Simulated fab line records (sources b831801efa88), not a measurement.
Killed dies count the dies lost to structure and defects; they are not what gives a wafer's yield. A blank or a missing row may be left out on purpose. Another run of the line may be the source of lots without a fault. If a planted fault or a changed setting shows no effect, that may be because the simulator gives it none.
The tool behind it: which one?    flow gf180mcu    6 lots, 18 wafers sampled, at 1 step of a route of 602

## WHAT THE GAUGES SHOWED, per wafer
GF_V2_THK_MEAS_25: measures by xrf.
lot   measured      on            V2_W_THK (nm)
L135  day 20 04:28  filmMetro-01  342 344 345
L137  day 21 08:26  filmMetro-01  339 334 336
L147  day 25 10:11  filmMetro-03  340 342 337
L150  day 26 06:14  filmMetro-03  346 344 342
L152  day 26 12:50  filmMetro-01  344 349 348
L155  day 27 07:50  filmMetro-04  332 333 334

## TOOL THAT RAN EACH LOT (tool first, then ch and the chambers of the sampled wafers, then the start)
Before these readings, the record contains no process step.

## THE ANSWER, worked out from the rows above alone
Rule: the usual values come from the lots themselves. The widest of any qualifying gaps counts: lots, ordered by their means at a reading, are off when they make up no more than a third of the lots, leave a main group of 4 or more, and stand apart from it by 3 or more times the standard deviation of that group's means. A main group whose means are all the same, to the digits that the tables above print for the reading, isn't used. Also off: a lot with no number at a reading for which 4 or more lots have one. Any other lot the step has rows for is counted as sound.
None of the lots is off at any reading shown; this tells nothing.

## WHAT WAS PUT IN BY THE SIMULATOR
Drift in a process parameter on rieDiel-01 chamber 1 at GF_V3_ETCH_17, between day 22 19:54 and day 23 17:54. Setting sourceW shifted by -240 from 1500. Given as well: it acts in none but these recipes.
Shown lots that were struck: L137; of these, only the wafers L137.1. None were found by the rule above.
